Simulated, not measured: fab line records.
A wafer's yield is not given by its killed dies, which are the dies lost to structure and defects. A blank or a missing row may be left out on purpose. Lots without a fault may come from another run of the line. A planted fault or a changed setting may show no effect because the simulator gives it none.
fab line records	flow gf180mcu	part 1 of 2: steps 1 to 27 of 36
record: lots: 5	wafers: 15	lastDay: 32
route steps=602 shown V5@540 TOP_METAL@567
lots that met no fault: taken from a fault-free run of the same line
startH: hours from the record's opening day to when the first of the lot's shown wafers began	waitH: how many hours have passed since the lot's step before this one	" identical to the entry in the row above	L1.1+2: a single row standing in for several wafers	- no value, or no start given	* or withheld: withheld	< > ~ a bound
route shown NAME@n: a module of which the file shows steps, and the number in the route of the first	usual: mean/standard deviation taken from wafers without a fault	same: alike in all rows	chamber/n: place in a boat	sites: each site's reading	_std_site: standard deviation of those values	_edge_site: the outer-site mean with the inner-site mean subtracted	radiusMm: how far each site lies from the wafer's centre	mask NAME#n: copy n	behind: the last tool/chamber to shape the wafer	hold: reason for holding the lot/hours on hold/outcome of the hold	device: names the non-switching transistor (n, p or np)	end of line: the tests these same wafers got at the end of their route	a step given without rows: its recipe and nothing more	killed: at the first sort, the dies lost to defects and structure; wafer yield is something else	map: dies across one wafer; x = killed, . = not, _ = none there
set.NAME: the run value of the setting; set.NAME@STEP: its run value at that earlier step	model.NAME: the simulator's own value behind a step, which no gauge read
lots at some steps of the route; a table a step, a row a wafer
services: the hour from which a tool's chamber was out of use, counted from the record's first day as startH (under 0 if before that day), plus the number of hours and why
== steps ==
step: GF_V5_CVD_00
recipe: material: SiO2	targetThkNm: 300	sigmaOpenFrac: 0.3	tempC: 400	timeS: 50	sih4FlowSccm: 60	pressureMtorr: 6
lot.wafer	tool	chamber	startH	waitH
L078.1+5+6	hdpcvd-01	0,1,2	648.44	0.0
L079.1+2+4	hdpcvd-01	0,2,0	654.98	0.0
L080.4+5+6	hdpcvd-02	1,2,0	668.57	0.0
L082.4+5+6	hdpcvd-01	2,0,1	673.88	0.0
L087.1+4+5	hdpcvd-01	2,2,1	705.44	0.0
step: GF_V5_THK_MEAS_01
recipe: reads: SiO2_of_V5_CVD_00
usual: V5_CVD_00_THK: 299/3.3
lot.wafer	tool	chamber	startH	waitH	V5_CVD_00_THK[nm]
L078.1	filmMetro-04	-	648.49	0.0	293
L078.5	"	-	"	"	291
L078.6	"	-	"	"	295
L079.1	filmMetro-04	-	655.03	0.0	294
L079.2	"	-	"	"	301
L079.4	"	-	"	"	294
L080.4	filmMetro-01	-	668.62	0.0	301
L080.5	"	-	"	"	301
L080.6	"	-	"	"	301
L082.4	filmMetro-01	-	673.93	0.0	297
L082.5	"	-	"	"	292
L082.6	"	-	"	"	293
L087.1	filmMetro-04	-	705.48	0.0	297
L087.4	"	-	"	"	301
L087.5	"	-	"	"	295
step: GF_V5_CVD_02
recipe: material: SiO2	targetThkNm: 1450	precursor: TEOS	tempC: 400	timeS: 163.28	rfW: 600
usual: heaterPowerW: 599/86
lot.wafer	tool	chamber	startH	waitH	heaterPowerW	sinceWetCleanH
L078.1	pecvd-04	2	648.55	0.1	495	43
L078.5	"	0	"	"	679	-
L078.6	"	2	"	"	570	-
L079.1	pecvd-01	1	655.09	0.1	679	480
L079.2	"	2	"	"	465	480
L079.4	"	1	"	"	743	-
L080.4	pecvd-04	0	668.71	0.1	557	-
L080.5	"	2	"	"	577	-
L080.6	"	1	"	"	655	-
L082.4	pecvd-01	2	674.01	0.1	449	-
L082.5	"	1	"	"	606	-
L082.6	"	0	"	"	704	-
L087.1	pecvd-04	1	705.54	0.1	569	100
L087.4	"	2	"	"	473	-
L087.5	"	0	"	"	540	-
step: GF_V5_THK_MEAS_03
recipe: reads: SiO2_of_V5_CVD_02
usual: V5_CVD_02_THK: 1452/19
lot.wafer	tool	chamber	startH	waitH	V5_CVD_02_THK[nm]
L078.1	filmMetro-01	-	648.65	0.1	1456
L078.5	"	-	"	"	1461
L078.6	"	-	"	"	1473
L079.1	filmMetro-01	-	655.20	0.1	1455
L079.2	"	-	"	"	1456
L079.4	"	-	"	"	1477
L080.4	filmMetro-02	-	668.79	0.0	1458
L080.5	"	-	"	"	1459
L080.6	"	-	"	"	1465
L082.4	filmMetro-04	-	674.10	0.0	1460
L082.5	"	-	"	"	1475
L082.6	"	-	"	"	1467
L087.1	filmMetro-01	-	705.65	0.1	1442
L087.4	"	-	"	"	1469
L087.5	"	-	"	"	1475
step: GF_V5_CMP_04
recipe: material: SiO2	downForcePsi: 4	platenRpm: 60	padVelocityMS: 0.94248
usual: motorCurrentA: 12.6/1.7
lot.wafer	tool	chamber	startH	waitH	motorCurrentA
L078.1	cmp-01	2	648.79	0.1	11.4
L078.6	"	2	"	"	11.7
L078.5	"	3	"	"	11.2
L079.1	cmp-01	3	655.42	0.2	10.8
L079.4	"	0	"	"	14.2
L079.2	"	2	"	"	11.1
L080.4	cmp-01	2	668.97	0.2	11.2
L080.6	"	3	"	"	10.9
L080.5	"	0	"	"	14.4
L082.4	cmp-01	3	674.13	0.0	11.1
L082.6	"	3	"	"	11.2
L082.5	"	0	"	"	13.8
L087.4	cmp-02	3	705.71	0.0	12.4
L087.1	"	0	"	"	11.8
L087.5	"	3	"	"	12.3
step: GF_V5_BOW_MEAS_05
recipe: mode: bow
usual: V5_BOW: 133/8.6
lot.wafer	tool	chamber	startH	waitH	V5_BOW[um]
L078.1	filmMetro-04	-	649.09	0.2	145
L078.5	"	-	"	"	134
L078.6	"	-	"	"	142
L079.1	filmMetro-01	-	655.72	0.2	130
L079.2	"	-	"	"	130
L079.4	"	-	"	"	131
L080.4	filmMetro-01	-	669.18	0.2	136
L080.5	"	-	"	"	130
L080.6	"	-	"	"	134
L082.4	filmMetro-01	-	674.49	0.3	133
L082.5	"	-	"	"	136
L082.6	"	-	"	"	135
L087.1	filmMetro-02	-	706.01	0.2	129
L087.4	"	-	"	"	127
L087.5	"	-	"	"	124
step: GF_V5_DEHYDRATE_06
recipe: tempC: 200	timeS: 60
usual: exhaustPa: 45.2/0.83
lot.wafer	tool	chamber	startH	waitH	exhaustPa
L078.1	lithoTrack-01	0	657.95	8.8	45.7
L078.5	"	0	"	"	46.5
L078.6	"	0	"	"	46.1
L079.1	lithoTrack-04	0	664.50	8.8	45.6
L079.2	"	0	"	"	44.6
L079.4	"	0	"	"	45.5
L080.4	lithoTrack-03	0	677.98	8.8	44.6
L080.5	"	0	"	"	43.8
L080.6	"	0	"	"	44.8
L082.4	lithoTrack-04	0	683.23	8.7	45.1
L082.5	"	0	"	"	45.1
L082.6	"	0	"	"	46.0
L087.1	lithoTrack-04	0	714.85	8.8	46.5
L087.4	"	0	"	"	44.2
L087.5	"	0	"	"	46.1
step: GF_V5_HMDS_07
recipe: primeTimeS: 60	primeTempC: 120
usual: exhaustPa: 45.1/0.89
lot.wafer	tool	chamber	startH	waitH	exhaustPa
L078.1	lithoTrack-01	0	658.10	0.1	46.0
L078.5	"	0	"	"	45.2
L078.6	"	0	"	"	45.7
L079.1	lithoTrack-04	0	664.65	0.1	45.0
L079.2	"	0	"	"	45.6
L079.4	"	0	"	"	45.8
L080.4	lithoTrack-03	0	678.13	0.1	45.7
L080.5	"	0	"	"	45.4
L080.6	"	0	"	"	46.6
L082.4	lithoTrack-04	0	683.38	0.1	44.0
L082.5	"	0	"	"	44.6
L082.6	"	0	"	"	44.8
L087.1	lithoTrack-04	0	715.00	0.1	46.0
L087.4	"	0	"	"	46.0
L087.5	"	0	"	"	46.1
step: GF_V5_COAT_08
recipe: resist: BARC	tempC: withheld	timeS: withheld	spinRpm: withheld	resistThkNm: withheld
usual: exhaustPa: 44.7/0.84
lot.wafer	tool	chamber	startH	waitH	exhaustPa
L078.1	lithoTrack-01	0	658.25	0.1	43.6
L078.5	"	0	"	"	43.3
L078.6	"	0	"	"	44.9
L079.1	lithoTrack-04	0	664.80	0.1	44.6
L079.2	"	0	"	"	45.4
L079.4	"	0	"	"	43.5
L080.4	lithoTrack-03	0	678.28	0.1	43.9
L080.5	"	0	"	"	45.1
L080.6	"	0	"	"	44.8
L082.4	lithoTrack-04	0	683.53	0.1	44.5
L082.5	"	0	"	"	46.3
L082.6	"	0	"	"	45.4
L087.1	lithoTrack-04	0	715.15	0.1	44.6
L087.4	"	0	"	"	45.8
L087.5	"	0	"	"	44.4
step: GF_V5_COAT_09
recipe: resist: KrF	spinRpm: withheld	resistThkNm: 1000
usual: exhaustPa: 45.1/0.94
lot.wafer	tool	chamber	startH	waitH	exhaustPa
L078.1	lithoTrack-01	0	-	-	46.3
L078.5	"	0	"	"	46.5
L078.6	"	0	"	"	45.9
L079.1	lithoTrack-04	0	-	-	45.1
L079.2	"	0	"	"	45.1
L079.4	"	0	"	"	44.8
L080.4	lithoTrack-03	0	-	-	45.9
L080.5	"	0	"	"	45.7
L080.6	"	0	"	"	45.6
L082.4	lithoTrack-04	0	-	-	44.2
L082.5	"	0	"	"	42.3
L082.6	"	0	"	"	43.8
L087.1	lithoTrack-04	0	-	-	45.2
L087.4	"	0	"	"	45.0
L087.5	"	0	"	"	44.3
step: GF_V5_SOFTBAKE_10
recipe: tempC: 130	timeS: 60	resist: KrF
usual: exhaustPa: 45.2/0.95
lot.wafer	tool	chamber	startH	waitH	exhaustPa
L078.1	lithoTrack-01	0	-	-	45.8
L078.5	"	0	"	"	45.6
L078.6	"	0	"	"	45.4
L079.1	lithoTrack-04	0	-	-	46.1
L079.2	"	0	"	"	45.3
L079.4	"	0	"	"	45.8
L080.4	lithoTrack-03	0	-	-	47.3
L080.5	"	0	"	"	45.9
L080.6	"	0	"	"	45.8
L082.4	lithoTrack-04	0	-	-	44.0
L082.5	"	0	"	"	46.1
L082.6	"	0	"	"	46.0
L087.1	lithoTrack-04	0	-	-	46.4
L087.4	"	0	"	"	45.3
L087.5	"	0	"	"	45.6
step: GF_V5_EXPOSE_11
recipe: maskId: Via5	targetCdNm: 260	na: 0.68	sourceShape: conventional	sigmaOuter: 0.6	doseMj: 38
same: sigmaOuter: 0.6
lot.wafer	tool	chamber	startH	waitH	mask
L078.1+5+6	krfScanner-02	0	-	-	Via5#0
L079.1+2+4	krfScanner-02	0	-	-	Via5#0
L080.4+5+6	krfScanner-01	0	-	-	Via5#0
L082.4+5+6	krfScanner-02	0	-	-	Via5#0
L087.1+4+5	krfScanner-01	0	-	-	Via5#0
step: GF_V5_PEB_12
recipe: pebTempC: 135	pebTimeS: 90	resist: KrF
usual: exhaustPa: 45.2/0.79
lot.wafer	tool	chamber	startH	waitH	exhaustPa
L078.1	lithoTrack-04	0	-	-	44.9
L078.5	"	0	"	"	44.8
L078.6	"	0	"	"	46.8
L079.1	lithoTrack-03	0	-	-	44.9
L079.2	"	0	"	"	45.0
L079.4	"	0	"	"	45.7
L080.4	lithoTrack-01	0	-	-	44.7
L080.5	"	0	"	"	44.6
L080.6	"	0	"	"	43.8
L082.4	lithoTrack-03	0	-	-	44.4
L082.5	"	0	"	"	45.1
L082.6	"	0	"	"	45.4
L087.1	lithoTrack-03	0	-	-	43.4
L087.4	"	0	"	"	45.8
L087.5	"	0	"	"	44.5
step: GF_V5_DEVELOP_13
recipe: developTimeS: 60	resist: KrF	devTempC: 21
usual: exhaustPa: 45.1/0.87
lot.wafer	tool	chamber	startH	waitH	exhaustPa
L078.1	lithoTrack-04	0	668.20	0.2	45.4
L078.5	"	0	"	"	46.1
L078.6	"	0	"	"	46.1
L079.1	lithoTrack-03	0	675.01	0.2	45.9
L079.2	"	0	"	"	44.6
L079.4	"	0	"	"	44.3
L080.4	lithoTrack-01	0	688.53	0.1	46.3
L080.5	"	0	"	"	46.1
L080.6	"	0	"	"	46.0
L082.4	lithoTrack-03	0	693.18	0.1	44.7
L082.5	"	0	"	"	44.4
L082.6	"	0	"	"	44.7
L087.1	lithoTrack-03	0	724.25	0.2	45.2
L087.4	"	0	"	"	46.5
L087.5	"	0	"	"	45.6
step: GF_V5_CD_MEAS_14
recipe: targetCdNm: 260
usual: cdNm: 259.8/1
lot.wafer	tool	chamber	startH	waitH	cdNm
L078.1	cdSem-01	-	668.35	0.1	259.9
L078.5	"	-	"	"	259.6
L078.6	"	-	"	"	260.7
L079.1	cdSem-01	-	675.16	0.1	260.4
L079.2	"	-	"	"	260.2
L079.4	"	-	"	"	260.4
L080.4	cdSem-02	-	688.66	0.1	258.4
L080.5	"	-	"	"	258.0
L080.6	"	-	"	"	258.1
L082.4	cdSem-02	-	693.32	0.1	258.5
L082.5	"	-	"	"	259.2
L082.6	"	-	"	"	259.5
L087.1	cdSem-02	-	724.40	0.1	260.0
L087.4	"	-	"	"	260.1
L087.5	"	-	"	"	261.0
step: GF_V5_OVL_MEAS_15
usual: V5_OVL: -1/5.8
lot.wafer	tool	chamber	startH	waitH	V5_OVL[nm]
L078.1	overlay-01	-	668.47	0.1	-4
L078.5	"	-	"	"	-3
L078.6	"	-	"	"	-5
L079.1	overlay-02	-	675.28	0.1	4
L079.2	"	-	"	"	11
L079.4	"	-	"	"	1
L080.4	overlay-01	-	688.74	0.1	4
L080.5	"	-	"	"	1
L080.6	"	-	"	"	-3
L082.4	overlay-02	-	693.39	0.1	-5
L082.5	"	-	"	"	-4
L082.6	"	-	"	"	-11
L087.1	overlay-01	-	724.52	0.1	1
L087.4	"	-	"	"	-5
L087.5	"	-	"	"	-4
step: GF_V5_ETCH_16
recipe: chemistry: N2/H2	targetDepthA: withheld	overetchA: withheld	timeS: withheld	target: BARC	ionEnergyEv: 200	sourceW: 500	biasW: 100	pressureMtorr: 30	n2FlowSccm: 100	h2FlowSccm: 200
usual: drypumpMotorCurrentA: 5.7/0.44	oesProductAu: 0.855/0.0049	throttleValvePct: 13.224/0.0089
lot.wafer	tool	chamber	startH	waitH	drypumpMotorCurrentA	oesProductAu	throttleValvePct
L078.1	rieDiel-03	0	668.51	0.0	6.0	0.850	13.220
L078.5	"	3	"	"	5.3	0.853	13.214
L078.6	"	0	"	"	6.0	0.858	13.220
L079.1	rieDiel-04	1	675.31	0.0	4.8	0.855	13.220
L079.2	"	0	"	"	5.8	0.855	13.217
L079.4	"	3	"	"	5.8	0.860	13.235
L080.4	rieDiel-03	3	688.76	0.0	5.3	0.858	13.224
L080.5	"	3	"	"	5.3	0.847	13.234
L080.6	"	2	"	"	5.7	0.849	13.231
L082.4	rieDiel-02	3	693.41	0.0	5.9	0.853	13.217
L082.5	"	2	"	"	6.3	0.862	13.211
L082.6	"	3	"	"	5.9	0.853	13.228
L087.1	rieDiel-02	1	724.56	0.0	6.6	0.850	13.213
L087.4	"	2	"	"	6.3	0.860	13.219
L087.5	"	2	"	"	6.3	0.858	13.224
step: GF_V5_ETCH_17
recipe: chemistry: C4F8/O2/Ar	maskMaterial: KrF	target: SiO2	stopOn: TiN	sourceW: 1500	biasW: 1200	pressureMtorr: 40	c4f8FlowSccm: withheld	O2_flow_sccm: 6	Ar_flow_sccm: 300	timeS: withheld	targetDepthA: 8550
usual: oesProductAu: 0.859/0.0045
lot.wafer	tool	chamber	startH	waitH	oesProductAu
L078.1	rieDiel-03	0	-	-	0.857
L078.5	"	3	"	"	0.862
L078.6	"	0	"	"	0.863
L079.1	rieDiel-04	1	-	-	0.856
L079.2	"	0	"	"	0.855
L079.4	"	3	"	"	0.858
L080.4	rieDiel-03	3	-	-	0.862
L080.5	"	3	"	"	0.858
L080.6	"	2	"	"	0.855
L082.4	rieDiel-02	3	-	-	0.868
L082.5	"	2	"	"	0.859
L082.6	"	3	"	"	0.866
L087.1	rieDiel-02	1	-	-	0.861
L087.4	"	2	"	"	0.861
L087.5	"	2	"	"	0.860
step: GF_V5_STRIP_18
recipe: chemistry: O2/N2	powerW: 1400	pressureMtorr: 1500	platenTempC: 250	o2FlowSccm: 3000	n2FlowSccm: 300	overashFraction: 0.5
usual: drypumpMotorCurrentA: 5.4/0.43	heaterPowerW: 325/26	oesProductAu: 0.568/0.0052	platenTempC: 249.99/0.17
lot.wafer	tool	chamber	startH	waitH	drypumpMotorCurrentA	heaterPowerW	oesProductAu	platenTempC	rfHoursCounterH
L078.1	plasmaAsher-01	1	668.66	-	6.1	288	0.562	250.17	22
L078.5	"	1	"	"	6.1	291	0.570	250.16	-
L078.6	"	0	"	"	5.3	341	0.565	250.07	-
L079.1	plasmaAsher-04	1	675.46	-	5.4	351	0.579	250.18	91
L079.2	"	0	"	"	4.9	333	0.571	249.86	91
L079.4	"	1	"	"	5.4	349	0.563	249.86	-
L080.4	plasmaAsher-04	1	688.94	-	5.4	342	0.560	249.91	-
L080.5	"	0	"	"	5.0	319	0.569	250.08	-
L080.6	"	1	"	"	5.4	346	0.573	249.66	-
L082.4	plasmaAsher-03	0	693.60	-	4.9	334	0.571	249.91	-
L082.5	"	1	"	"	5.9	281	0.563	249.96	-
L082.6	"	0	"	"	5.0	329	0.567	249.74	-
L087.1	plasmaAsher-03	1	724.71	-	5.9	281	0.567	250.25	108
L087.4	"	1	"	"	5.8	279	0.560	250.10	-
L087.5	"	0	"	"	4.9	342	0.568	250.06	-
step: GF_V5_STRIP_19
recipe: chemistry: postEtchResidueRemover	timeS: 1200	tempC: 72.5
usual: bathGuardTempC: 72.3/0.47
lot.wafer	tool	chamber	startH	waitH	bathGuardTempC
L078.1	wetBench-04	0	668.76	0.1	72.3
L078.5	"	0	"	"	72.3
L078.6	"	0	"	"	72.5
L079.1	wetBench-04	0	675.56	0.1	72.1
L079.2	"	0	"	"	72.3
L079.4	"	0	"	"	72.1
L080.4	wetBench-01	3	689.01	0.0	72.8
L080.5	"	3	"	"	73.2
L080.6	"	3	"	"	73.0
L082.4	wetBench-04	1	693.66	0.0	72.8
L082.5	"	1	"	"	72.2
L082.6	"	1	"	"	72.3
L087.1	wetBench-01	2	724.81	0.1	72.2
L087.4	"	2	"	"	72.3
L087.5	"	2	"	"	72.2
step: GF_V5_CLEAN_20
recipe: chemistry: DIW	dry: n2Spin
lot.wafer	tool	chamber	startH	waitH
L078.1+5+6	wetBench-03	3	669.10	0.0
L079.1+2+4	wetBench-01	2	675.91	0.0
L080.4+5+6	wetBench-04	0	689.35	0.0
L082.4+5+6	wetBench-01	1	694.01	0.0
L087.1+4+5	wetBench-03	1	725.19	0.0
step: GF_V5_SPUTTER_21
recipe: material: Ti	targetThkNm: 15	chamberPressurePa: 5	powerW: 2500	substrateTempC: 200	timeS: 80.02
usual: throttleValvePct: 30.3/0.86
lot.wafer	tool	chamber	startH	waitH	throttleValvePct
L078.1	pvdSputter-04	-	669.19	0.0	31.7
L078.5	"	-	"	"	29.6
L078.6	"	-	"	"	31.6
L079.1	pvdSputter-01	-	676.00	0.0	29.1
L079.2	"	-	"	"	30.6
L079.4	"	-	"	"	30.4
L080.4	pvdSputter-01	-	689.47	0.0	30.6
L080.5	"	-	"	"	29.2
L080.6	"	-	"	"	30.9
L082.4	pvdSputter-01	-	694.13	0.0	30.3
L082.5	"	-	"	"	31.0
L082.6	"	-	"	"	29.3
L087.1	pvdSputter-04	-	725.28	0.0	31.4
L087.4	"	-	"	"	29.5
L087.5	"	-	"	"	29.5
step: GF_V5_SPUTTER_22
recipe: material: TiN	targetThkNm: 10	chamberPressurePa: 5	powerW: 4000	timeS: 40
usual: throttleValvePct: 30.3/0.85
lot.wafer	tool	chamber	startH	waitH	throttleValvePct
L078.1	pvdSputter-04	-	669.25	0.0	31.7
L078.5	"	-	"	"	29.7
L078.6	"	-	"	"	31.7
L079.1	pvdSputter-01	-	676.06	0.0	29.3
L079.2	"	-	"	"	30.6
L079.4	"	-	"	"	30.2
L080.4	pvdSputter-01	-	689.52	0.0	30.8
L080.5	"	-	"	"	29.2
L080.6	"	-	"	"	31.2
L082.4	pvdSputter-01	-	694.18	0.0	30.4
L082.5	"	-	"	"	31.0
L082.6	"	-	"	"	29.2
L087.1	pvdSputter-04	-	725.34	0.0	31.7
L087.4	"	-	"	"	29.6
L087.5	"	-	"	"	29.8
step: GF_V5_CVD_23
recipe: material: W	targetThkNm: 350	timeS: 104.9	tempC: 400	pressureTorr: 40
usual: heaterPowerW: 854/35
lot.wafer	tool	chamber	startH	waitH	heaterPowerW	sinceWetCleanH
L078.1	cvdW-01	1	669.29	0.0	832	265
L078.5	"	1	"	"	805	-
L078.6	"	0	"	"	833	-
L079.1	cvdW-01	0	676.10	0.0	824	272
L079.2	"	1	"	"	810	272
L079.4	"	0	"	"	828	-
L080.4	cvdW-01	0	689.58	0.0	837	-
L080.5	"	0	"	"	858	-
L080.6	"	1	"	"	818	-
L082.4	cvdW-01	1	694.23	0.0	812	-
L082.5	"	0	"	"	842	-
L082.6	"	1	"	"	839	-
L087.1	cvdW-02	0	725.38	0.0	879	821
L087.4	"	0	"	"	895	-
L087.5	"	1	"	"	923	-
step: GF_V5_RS_MEAS_24
recipe: thkMeasGauge: four-point-probe	reads: W_of_V5_CVD_23+TiN_of_V5_SPUTTER_22+Ti_of_V5_SPUTTER_21
usual: V5_W_RS: 0.327/0.0035
lot.wafer	tool	chamber	startH	waitH	V5_W_RS[ohm/sq]
L078.1	filmMetro-02	-	669.41	0.1	0.335
L078.5	"	-	"	"	0.332
L078.6	"	-	"	"	0.331
L079.1	filmMetro-02	-	676.21	0.1	0.326
L079.2	"	-	"	"	0.328
L079.4	"	-	"	"	0.326
L080.4	filmMetro-02	-	689.71	0.1	0.325
L080.5	"	-	"	"	0.325
L080.6	"	-	"	"	0.328
L082.4	filmMetro-02	-	694.37	0.1	0.329
L082.5	"	-	"	"	0.327
L082.6	"	-	"	"	0.331
L087.1	filmMetro-04	-	725.49	0.1	0.320
L087.4	"	-	"	"	0.323
L087.5	"	-	"	"	0.324
step: GF_V5_THK_MEAS_25
recipe: thkMeasGauge: xrf	reads: W_of_V5_CVD_23
usual: V5_W_THK: 350/4.4
lot.wafer	tool	chamber	startH	waitH	V5_W_THK[nm]
L078.1	filmMetro-02	-	669.53	0.1	344
L078.5	"	-	"	"	347
L078.6	"	-	"	"	348
L079.1	filmMetro-02	-	676.33	0.1	347
L079.2	"	-	"	"	346
L079.4	"	-	"	"	348
L080.4	filmMetro-02	-	689.80	0.1	346
L080.5	"	-	"	"	350
L080.6	"	-	"	"	344
L082.4	filmMetro-02	-	694.46	0.1	344
L082.5	"	-	"	"	346
L082.6	"	-	"	"	339
L087.1	filmMetro-04	-	725.61	0.1	357
L087.4	"	-	"	"	350
L087.5	"	-	"	"	352
step: GF_V5_CMP_26
recipe: stopOn: SiO2	downForcePsi: 3.5	platenRpm: 60	tOverpolishS: 15	targetThkNm: 0	padVelocityMS: 0.94248
usual: motorCurrentA: 11.5/1.4	overpolishRunS: 15.000/0.011	timeToEndpointS: 84/3.4
lot.wafer	tool	chamber	startH	waitH	motorCurrentA	overpolishRunS	timeToEndpointS
L078.1	cmp-01	0	669.88	0.3	13.0	14.987	83
L078.5	"	2	"	"	10.6	15.003	79
L078.6	"	3	"	"	10.4	15.014	87
L079.4	cmp-01	2	676.39	0.0	9.4	14.990	80
L079.1	"	0	"	"	13.4	15.007	85
L079.2	"	1	"	"	12.4	15.006	83
L080.4	cmp-01	3	689.93	0.1	10.6	15.000	90
L080.6	"	1	"	"	12.3	14.994	85
L080.5	"	2	"	"	10.1	14.997	84
L082.4	cmp-01	3	694.54	0.1	10.7	14.999	89
L082.6	"	2	"	"	10.0	14.971	83
L082.5	"	3	"	"	10.5	14.997	90
L087.1	cmp-01	0	725.67	0.1	13.7	14.991	87
L087.4	"	3	"	"	10.7	15.005	84
L087.5	"	1	"	"	12.4	14.996	86
